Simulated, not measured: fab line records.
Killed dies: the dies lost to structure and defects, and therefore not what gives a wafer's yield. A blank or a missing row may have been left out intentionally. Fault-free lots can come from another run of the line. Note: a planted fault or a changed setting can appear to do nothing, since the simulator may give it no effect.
fab line records | flow gf180mcu
record: lots: 24 wafers: 72 last-day: 34
route steps=602 shown M3@414 V3@430 M4@456
lots that met no fault: taken from a fault-free run of the same line
start-h: the number of hours between the record's first day and the start of the first shown wafer of the lot | wait-h: how many hours have passed since the lot's step before this one | " the same as in the row above | L1.1+2: several wafers, shown together as one row | - no value present, or no start provided | * or withheld: withheld | < > ~ a bound
route shown NAME@n: NAME is a module with steps in the file, n the number in the route of the first one | usual: mean/standard deviation of fault-free wafers | same: alike in all rows | chamber/n: place in a boat | sites: each site's reading | _std_site: how widely they spread, as a standard deviation | _edge_site: mean of outer sites minus mean of inner sites | radius-mm: how far each site lies from the wafer's centre | mask NAME#n: copy n | behind: the tool/chamber that last shaped the wafer | hold: the reason the lot was held/the length of the hold in hours/how it ended | device: the transistor (n, p or np) that didn't switch | end of line: at the end of the route, the tests of the same wafers | for a step that has no rows: nothing shown but its recipe | killed: count of dies lost to structure and defects at first sort (not the wafer's yield) | map: a wafer's dies, x killed, . not, _ none there
set.NAME: setting as actually run; set.NAME@STEP: the setting as run at that earlier step | model.NAME: the simulator's own value behind a step, which no gauge read
route steps across a sampled set of lots; one table per step, one row per wafer
services: from which hour (start-h, from the record's first day; less than 0 if before it) a tool's chamber was out of use, for how many hours, and why
== steps ==
step: GF_M3_RS_MEAS_05
recipe: thk-meas-gauge: four-point-probe reads: TiN_of_M3_SPUTTER_04+Ti_of_M3_SPUTTER_03+AlCu_of_M3_SPUTTER_02+TiN_of_M3_SPUTTER_01+Ti_of_M3_SPUTTER_00
usual: M3_ALCU_RS: 0.0697/0.00071
columns lot.wafer tool chamber start-h wait-h M3_ALCU_RS[ohm/sq]
L074.1 film-metro-03 - 473.87 0.0 0.0688
L074.3 " - " " 0.0695
L074.5 " - " " 0.0685
L075.2 film-metro-03 - 479.21 0.0 0.0688
L075.3 " - " " 0.0694
L075.6 " - " " 0.0699
L077.2 film-metro-03 - 486.81 0.0 0.0696
L077.3 " - " " 0.0694
L077.5 " - " " 0.0700
L076.2 film-metro-02 - 490.78 0.0 0.0704
L076.3 " - " " 0.0693
L076.5 " - " " 0.0696
L078.1 film-metro-03 - 503.88 0.0 0.0701
L078.2 " - " " 0.0697
L078.5 " - " " 0.0703
L079.3 film-metro-03 - 509.67 0.1 0.0707
L079.5 " - " " 0.0707
L079.6 " - " " 0.0702
L080.4 film-metro-03 - 522.24 0.1 0.0685
L080.5 " - " " 0.0684
L080.6 " - " " 0.0691
L081.1 film-metro-02 - 527.38 0.0 0.0700
L081.2 " - " " 0.0701
L081.3 " - " " 0.0700
L082.2 film-metro-02 - 543.23 0.0 0.0700
L082.3 " - " " 0.0695
L082.6 " - " " 0.0696
L083.4 film-metro-03 - 550.99 0.1 0.0701
L083.5 " - " " 0.0701
L083.6 " - " " 0.0692
L084.1 film-metro-04 - 555.44 0.0 0.0702
L084.4 " - " " 0.0698
L084.5 " - " " 0.0706
L085.1 film-metro-04 - 565.34 0.0 0.0692
L085.4 " - " " 0.0688
L085.6 " - " " 0.0699
L086.1 film-metro-02 - 574.03 0.0 0.0691
L086.2 " - " " 0.0687
L086.3 " - " " 0.0692
L087.3 film-metro-03 - 584.57 0.1 0.0705
L087.5 " - " " 0.0698
L087.6 " - " " 0.0697
L089.2 film-metro-02 - 598.94 0.0 0.0699
L089.4 " - " " 0.0700
L089.6 " - " " 0.0700
L088.2 film-metro-03 - 600.24 0.0 0.0700
L088.4 " - " " 0.0696
L088.5 " - " " 0.0696
L091.2 film-metro-03 - 613.35 0.0 0.0704
L091.3 " - " " 0.0698
L091.4 " - " " 0.0697
L090.1 film-metro-02 - 614.77 0.0 0.0715
L090.2 " - " " 0.0703
L090.3 " - " " 0.0712
L092.3 film-metro-03 - 624.80 0.1 0.0696
L092.5 " - " " 0.0691
L092.6 " - " " 0.0693
L093.2 film-metro-03 - 633.00 0.0 0.0693
L093.3 " - " " 0.0701
L093.6 " - " " 0.0707
L095.1 film-metro-03 - 635.04 0.0 0.0688
L095.3 " - " " 0.0689
L095.5 " - " " 0.0684
L094.1 film-metro-02 - 636.98 0.0 0.0707
L094.3 " - " " 0.0708
L094.5 " - " " 0.0706
L096.1 film-metro-04 - 647.67 0.0 0.0700
L096.3 " - " " 0.0698
L096.5 " - " " 0.0706
L097.2 film-metro-02 - 656.00 0.0 0.0708
L097.3 " - " " 0.0710
L097.5 " - " " 0.0705
step: GF_M3_CD_MEAS_14
recipe: target-cd-nm: 280
usual: cd-nm: 279.8/1.2
columns lot.wafer tool chamber start-h wait-h cd-nm
L074.1 cd-sem-01 - 497.15 0.1 280.9
L074.3 " - " " 280.1
L074.5 " - " " 281.2
L075.2 cd-sem-01 - 508.72 0.1 279.2
L075.3 " - " " 280.3
L075.6 " - " " 280.4
L077.2 cd-sem-01 - 510.22 0.1 278.7
L077.3 " - " " 279.5
L077.5 " - " " 281.2
L076.2 cd-sem-01 - 513.71 0.1 280.8
L076.3 " - " " 280.4
L076.5 " - " " 280.6
L078.1 cd-sem-01 - 526.80 0.1 278.5
L078.2 " - " " 278.0
L078.5 " - " " 277.5
L079.3 cd-sem-02 - 531.99 0.1 279.3
L079.5 " - " " 279.2
L079.6 " - " " 278.8
L080.4 cd-sem-01 - 545.20 0.1 279.1
L080.5 " - " " 278.7
L080.6 " - " " 279.1
L081.1 cd-sem-01 - 549.74 0.1 280.1
L081.2 " - " " 280.2
L081.3 " - " " 281.1
L082.2 cd-sem-01 - 565.46 0.1 281.7
L082.3 " - " " 280.0
L082.6 " - " " 280.7
L083.4 cd-sem-02 - 572.91 0.1 279.2
L083.5 " - " " 279.6
L083.6 " - " " 281.4
L084.1 cd-sem-02 - 578.00 0.1 279.7
L084.4 " - " " 278.8
L084.5 " - " " 279.8
L085.1 cd-sem-01 - 587.14 0.1 277.5
L085.4 " - " " 278.9
L085.6 " - " " 279.0
L086.1 cd-sem-02 - 595.34 0.1 280.2
L086.2 " - " " 279.3
L086.3 " - " " 280.8
L087.3 cd-sem-02 - 605.83 0.1 276.7
L087.5 " - " " 276.6
L087.6 " - " " 275.9
L089.2 cd-sem-01 - 619.56 0.1 281.0
L089.4 " - " " 280.2
L089.6 " - " " 280.3
L088.2 cd-sem-02 - 620.92 0.1 281.0
L088.4 " - " " 281.5
L088.5 " - " " 281.3
L091.2 cd-sem-01 - 633.79 0.2 279.1
L091.3 " - " " 279.7
L091.4 " - " " 279.2
L090.1 cd-sem-01 - 635.69 0.1 280.7
L090.2 " - " " 281.1
L090.3 " - " " 280.0
L092.3 cd-sem-01 - 645.29 0.1 281.3
L092.5 " - " " 280.0
L092.6 " - " " 278.8
L093.2 cd-sem-02 - 653.16 0.1 281.6
L093.3 " - " " 281.3
L093.6 " - " " 281.5
L095.1 cd-sem-01 - 655.49 0.1 279.2
L095.3 " - " " 278.9
L095.5 " - " " 278.6
L094.1 cd-sem-02 - 656.55 0.1 280.4
L094.3 " - " " 281.1
L094.5 " - " " 280.8
L096.1 cd-sem-01 - 666.65 0.1 280.6
L096.3 " - " " 280.1
L096.5 " - " " 280.4
L097.2 cd-sem-02 - 674.97 0.1 279.5
L097.3 " - " " 279.6
L097.5 " - " " 278.9
step: GF_M3_OVL_MEAS_15
usual: M3_OVL: 2/5.3
columns lot.wafer tool chamber start-h wait-h M3_OVL[nm]
L074.1 overlay-01 - 497.27 0.1 6
L074.3 " - " " -1
L074.5 " - " " -1
L075.2 overlay-02 - 508.82 0.1 5
L075.3 " - " " 3
L075.6 " - " " -1
L077.2 overlay-01 - 510.33 0.1 6
L077.3 " - " " 6
L077.5 " - " " 3
L076.2 overlay-01 - 513.82 0.1 1
L076.3 " - " " -1
L076.5 " - " " 0
L078.1 overlay-02 - 526.92 0.1 -4
L078.2 " - " " -1
L078.5 " - " " -3
L079.3 overlay-01 - 532.09 0.1 -1
L079.5 " - " " -5
L079.6 " - " " 0
L080.4 overlay-01 - 545.28 0.1 -4
L080.5 " - " " -2
L080.6 " - " " -1
L081.1 overlay-01 - 549.86 0.1 0
L081.2 " - " " -4
L081.3 " - " " 4
L082.2 overlay-01 - 565.57 0.1 8
L082.3 " - " " 2
L082.6 " - " " 7
L083.4 overlay-01 - 572.98 0.1 -1
L083.5 " - " " 4
L083.6 " - " " 0
L084.1 overlay-01 - 578.12 0.1 1
L084.4 " - " " -3
L084.5 " - " " -4
L085.1 overlay-02 - 587.26 0.1 6
L085.4 " - " " 4
L085.6 " - " " 8
L086.1 overlay-02 - 595.46 0.1 4
L086.2 " - " " -2
L086.3 " - " " 0
L087.3 overlay-02 - 605.92 0.1 1
L087.5 " - " " -5
L087.6 " - " " 1
L089.2 overlay-01 - 619.67 0.1 9
L089.4 " - " " 3
L089.6 " - " " 6
L088.2 overlay-01 - 621.03 0.1 6
L088.4 " - " " 8
L088.5 " - " " 4
L091.2 overlay-01 - 633.90 0.1 2
L091.3 " - " " 3
L091.4 " - " " -3
L090.1 overlay-01 - 635.81 0.1 6
L090.2 " - " " 16
L090.3 " - " " 18
L092.3 overlay-02 - 645.38 0.1 -3
L092.5 " - " " 1
L092.6 " - " " -1
L093.2 overlay-01 - 653.27 0.1 9
L093.3 " - " " 9
L093.6 " - " " 8
L095.1 overlay-02 - 655.61 0.1 -6
L095.3 " - " " -3
L095.5 " - " " 3
L094.1 overlay-01 - 656.67 0.1 4
L094.3 " - " " -2
L094.5 " - " " -4
L096.1 overlay-02 - 666.77 0.1 10
L096.3 " - " " -1
L096.5 " - " " 1
L097.2 overlay-01 - 675.08 0.1 5
L097.3 " - " " -5
L097.5 " - " " -8
step: GF_V3_THK_MEAS_01
recipe: reads: SiO2_of_V3_CVD_00
usual: V3_CVD_00_THK: 598/6.2
columns lot.wafer tool chamber start-h wait-h V3_CVD_00_THK[nm]
L074.1 film-metro-01 - 498.05 0.0 596
L074.3 " - " " 594
L074.5 " - " " 598
L075.2 film-metro-01 - 509.73 0.0 610
L075.3 " - " " 597
L075.6 " - " " 602
L077.2 film-metro-01 - 511.10 0.0 594
L077.3 " - " " 594
L077.5 " - " " 598
L076.2 film-metro-03 - 514.72 0.0 598
L076.3 " - " " 602
L076.5 " - " " 598
L078.1 film-metro-01 - 527.69 0.0 606
L078.2 " - " " 603
L078.5 " - " " 600
L079.3 film-metro-03 - 532.90 0.1 594
L079.5 " - " " 606
L079.6 " - " " 597
L080.4 film-metro-03 - 546.11 0.0 607
L080.5 " - " " 599
L080.6 " - " " 599
L081.1 film-metro-03 - 550.63 0.0 598
L081.2 " - " " 603
L081.3 " - " " 601
L082.2 film-metro-01 - 566.34 0.0 592
L082.3 " - " " 597
L082.6 " - " " 590
L083.4 film-metro-03 - 573.80 0.0 592
L083.5 " - " " 610
L083.6 " - " " 609
L084.1 film-metro-03 - 579.02 0.0 604
L084.4 " - " " 601
L084.5 " - " " 608
L085.1 film-metro-03 - 588.03 0.0 592
L085.4 " - " " 588
L085.6 " - " " 602
L086.1 film-metro-01 - 596.26 0.0 603
L086.2 " - " " 611
L086.3 " - " " 612
L087.3 film-metro-02 - 607.04 0.1 596
L087.5 " - " " 601
L087.6 " - " " 597
L089.2 film-metro-01 - 620.47 0.0 595
L089.4 " - " " 600
L089.6 " - " " 597
L088.2 film-metro-03 - 621.81 0.0 597
L088.4 " - " " 594
L088.5 " - " " 589
L091.2 film-metro-03 - 634.67 0.0 591
L091.3 " - " " 593
L091.4 " - " " 602
L090.1 film-metro-01 - 636.62 0.0 605
L090.2 " - " " 607
L090.3 " - " " 593
L092.3 film-metro-01 - 646.20 0.1 598
L092.5 " - " " 596
L092.6 " - " " 596
L093.2 film-metro-02 - 654.04 0.0 579
L093.3 " - " " 593
L093.6 " - " " 590
L095.1 film-metro-03 - 656.51 0.0 587
L095.3 " - " " 598
L095.5 " - " " 605
L094.1 film-metro-02 - 657.44 0.0 592
L094.3 " - " " 598
L094.5 " - " " 604
L096.1 film-metro-03 - 667.54 0.0 604
L096.3 " - " " 597
L096.5 " - " " 599
L097.2 film-metro-03 - 675.85 0.0 580
L097.3 " - " " 595
L097.5 " - " " 584
step: GF_V3_STRIP_18
recipe: chemistry: O2/N2 power-w: 1400 pressure-mtorr: 1500 platen-temp-c: 250 o2-flow-sccm: 3000 n2-flow-sccm: 300 overash-fraction: 0.5
usual: drypump-motor-current-A: 5.6/0.34 heater-power-w: 341/26 oes-product-au: 0.592/0.005
columns lot.wafer tool chamber start-h wait-h drypump-motor-current-A heater-power-w oes-product-au rf-hours-counter-h
L074.1 plasma-asher-04 0 522.28 - 6.1 367 0.593 69
L074.3 " 1 " " 5.5 326 0.590 -
L074.5 " 1 " " 5.6 319 0.596 -
L075.2 plasma-asher-01 0 532.94 - 5.0 297 0.600 89
L075.3 " 0 " " 5.0 304 0.592 -
L075.6 " 0 " " 5.0 301 0.596 -
L077.2 plasma-asher-01 1 534.79 - 5.4 305 0.598 89
L077.3 " 0 " " 5.0 300 0.599 -
L077.5 " 0 " " 5.0 297 0.589 -
L076.2 plasma-asher-03 0 538.44 - 5.6 340 0.583 41
L076.3 " 0 " " 5.6 345 0.588 -
L076.5 " 1 " " 5.6 366 0.594 -
L078.1 plasma-asher-04 0 551.44 - 6.1 377 0.589 72
L078.2 " 1 " " 5.6 331 0.594 72
L078.5 " 1 " " 5.6 324 0.589 -
L079.3 plasma-asher-04 1 556.21 - 5.6 323 0.596 -
L079.5 " 0 " " 6.1 370 0.595 -
L079.6 " 1 " " 5.6 320 0.594 -
L080.4 plasma-asher-04 1 569.37 - 5.6 323 0.594 -
L080.5 " 1 " " 5.6 323 0.587 -
L080.6 " 0 " " 6.1 371 0.586 -
L081.1 plasma-asher-01 1 573.54 - 5.4 308 0.599 93
L081.2 " 0 " " 4.9 307 0.595 93
L081.3 " 0 " " 5.0 293 0.586 -
L082.2 plasma-asher-04 0 588.73 - 6.1 365 0.592 76
L082.3 " 1 " " 5.5 321 0.598 -
L082.6 " 1 " " 5.6 328 0.587 -
L083.4 plasma-asher-04 1 596.22 - 5.6 323 0.590 -
L083.5 " 1 " " 5.5 317 0.582 -
L083.6 " 0 " " 6.1 367 0.589 -
L084.1 plasma-asher-04 1 601.49 - 5.6 328 0.586 77
L084.4 " 0 " " 6.1 363 0.588 -
L084.5 " 1 " " 5.5 320 0.594 -
L085.1 plasma-asher-03 0 610.58 - 5.6 349 0.590 48
L085.4 " 0 " " 5.6 345 0.596 -
L085.6 " 1 " " 5.6 366 0.597 -
L086.1 plasma-asher-04 0 617.29 - 6.1 370 0.602 79
L086.2 " 1 " " 5.6 328 0.600 79
L086.3 " 1 " " 5.6 330 0.588 -
L087.3 plasma-asher-01 0 628.17 - 5.0 299 0.598 -
L087.5 " 1 " " 5.4 315 0.587 -
L087.6 " 0 " " 5.0 306 0.590 -
L089.2 plasma-asher-03 1 642.04 - 5.6 368 0.593 52
L089.4 " 1 " " 5.6 374 0.598 -
L089.6 " 1 " " 5.6 359 0.600 -
L088.2 plasma-asher-04 0 643.34 - 6.1 365 0.599 82
L088.4 " 1 " " 5.6 321 0.593 -
L088.5 " 1 " " 5.6 323 0.595 -
L091.2 plasma-asher-04 0 655.24 - 6.1 366 0.595 83
L091.3 " 0 " " 6.1 366 0.601 -
L091.4 " 1 " " 5.6 324 0.601 -
L090.1 plasma-asher-03 0 657.09 - 5.6 349 0.594 53
L090.2 " 1 " " 5.6 370 0.585 53
L090.3 " 1 " " 5.6 370 0.599 -
L092.3 plasma-asher-01 0 666.41 - 5.0 297 0.589 -
L092.5 " 1 " " 5.4 311 0.592 -
L092.6 " 0 " " 5.0 302 0.590 -
L093.2 plasma-asher-03 1 673.83 - 5.6 362 0.599 55
L093.3 " 0 " " 5.6 346 0.594 -
L093.6 " 1 " " 5.6 370 0.600 -
L095.1 plasma-asher-04 0 676.79 - 6.1 365 0.595 85
L095.3 " 1 " " 5.6 327 0.593 -
L095.5 " 1 " " 5.6 333 0.586 -
L094.1 plasma-asher-04 1 677.54 - 5.6 328 0.591 85
L094.3 " 1 " " 5.6 326 0.592 -
L094.5 " 0 " " 6.1 363 0.589 -
L096.1 plasma-asher-03 1 687.73 - 5.6 365 0.591 56
L096.3 " 0 " " 5.6 355 0.586 -
L096.5 " 0 " " 5.6 352 0.591 -
L097.2 plasma-asher-04 1 695.39 - 5.6 322 0.583 87
L097.3 " 1 " " 5.6 320 0.586 -
L097.5 " 1 " " 5.6 325 0.591 -
step: GF_M4_SPUTTER_00
recipe: material: Ti target-thk-nm: 37.5 arriving-ion-energy-ev: 80 substrate-temp-c: 200 chamber-pressure-pa: 2 power-w: 4000 time-s: 150
usual: chamber-pressure-pa: 2.000/0.0042 throttle-valve-pct: 29.8/1.1
columns lot.wafer tool chamber start-h wait-h chamber-pressure-pa throttle-valve-pct
L074.1 pvd-sputter-03 - 523.50 0.2 1.999 29.6
L074.3 " - " " 1.997 28.6
L074.5 " - " " 1.994 29.8
L075.2 pvd-sputter-01 - 534.17 0.1 2.002 30.8
L075.3 " - " " 2.006 31.5
L075.6 " - " " 2.003 29.1
L077.2 pvd-sputter-02 - 536.04 0.1 1.996 29.3
L077.3 " - " " 2.001 31.1
L077.5 " - " " 2.003 28.5
L076.2 pvd-sputter-02 - 539.67 0.2 2.003 28.6
L076.3 " - " " 2.005 31.5
L076.5 " - " " 2.006 31.3
L078.1 pvd-sputter-03 - 552.66 0.2 1.998 28.6
L078.2 " - " " 1.997 29.9
L078.5 " - " " 2.000 29.6
L079.3 pvd-sputter-02 - 557.40 0.1 2.007 30.6
L079.5 " - " " 1.997 31.4
L079.6 " - " " 2.000 30.7
L080.4 pvd-sputter-02 - 570.68 0.1 1.998 28.9
L080.5 " - " " 2.008 29.3
L080.6 " - " " 1.999 28.6
L081.1 pvd-sputter-03 - 574.90 0.2 2.004 29.9
L081.2 " - " " 1.996 29.8
L081.3 " - " " 2.000 28.7
L082.2 pvd-sputter-01 - 589.95 0.1 1.997 28.1
L082.3 " - " " 2.005 31.6
L082.6 " - " " 1.997 31.0
L083.4 pvd-sputter-01 - 597.41 0.1 2.002 29.0
L083.5 " - " " 1.996 30.6
L083.6 " - " " 2.006 29.0
L084.1 pvd-sputter-02 - 602.72 0.1 2.002 31.4
L084.4 " - " " 2.000 29.5
L084.5 " - " " 1.997 29.1
L085.1 pvd-sputter-01 - 611.80 0.1 1.997 28.2
L085.4 " - " " 2.001 31.5
L085.6 " - " " 1.993 31.3
L086.1 pvd-sputter-01 - 618.51 0.2 2.003 31.4
L086.2 " - " " 2.012 29.1
L086.3 " - " " 1.992 28.0
L087.3 pvd-sputter-03 - 629.36 0.2 2.004 29.8
L087.5 " - " " 2.001 29.7
L087.6 " - " " 2.000 29.9
L089.2 pvd-sputter-01 - 643.27 0.1 1.999 31.7
L089.4 " - " " 1.999 28.2
L089.6 " - " " 2.001 30.8
L088.2 pvd-sputter-02 - 644.64 0.1 2.002 29.2
L088.4 " - " " 2.007 28.5
L088.5 " - " " 2.002 29.3
L091.2 pvd-sputter-01 - 656.46 0.2 2.006 31.5
L091.3 " - " " 1.997 28.2
L091.4 " - " " 1.999 30.6
L090.1 pvd-sputter-03 - 658.31 0.1 2.000 29.9
L090.2 " - " " 2.007 30.1
L090.3 " - " " 1.999 28.6
L092.3 pvd-sputter-02 - 667.60 0.2 2.004 28.5
L092.5 " - " " 2.000 30.8
L092.6 " - " " 1.999 31.4
L093.2 pvd-sputter-02 - 675.05 0.1 1.995 30.6
L093.3 " - " " 1.999 28.3
L093.6 " - " " 2.002 31.0
L095.1 pvd-sputter-02 - 678.01 0.2 2.006 30.5
L095.3 " - " " 2.001 29.4
L095.5 " - " " 1.996 29.1
L094.1 pvd-sputter-01 - 678.88 0.2 1.999 29.2
L094.3 " - " " 1.997 28.4
L094.5 " - " " 2.003 28.1
L096.1 pvd-sputter-03 - 688.95 0.1 2.002 28.8
L096.3 " - " " 1.996 30.1
L096.5 " - " " 1.997 29.8
L097.2 pvd-sputter-01 - 696.64 0.2 2.007 30.2
L097.3 " - " " 1.999 31.5
L097.5 " - " " 2.001 30.5
== services ==
columns tool chamber start-h hours kind
pvd-sputter-02 - 531.79 3.8 repair
pvd-sputter-02 2 552.53 - consumable-replace:kit
pvd-sputter-02 2 552.53 18.0 scheduled-down
pvd-sputter-02 2 552.53 18.0 vent-cycle
pvd-sputter-01 2 568.46 - consumable-replace:kit
pvd-sputter-01 2 568.46 18.0 scheduled-down
pvd-sputter-01 2 568.46 18.0 vent-cycle
pvd-sputter-01 - 580.42 7.6 repair
pvd-sputter-03 - 599.17 2.7 repair
pvd-sputter-03 3 608.45 - consumable-replace:kit
pvd-sputter-03 3 608.45 18.0 scheduled-down
pvd-sputter-03 3 608.45 18.0 vent-cycle
plasma-asher-03 - 633.45 2.0 repair
pvd-sputter-01 - 690.27 3.1 repair
pvd-sputter-02 - 695.77 1.9 repair
== key ==
fault none
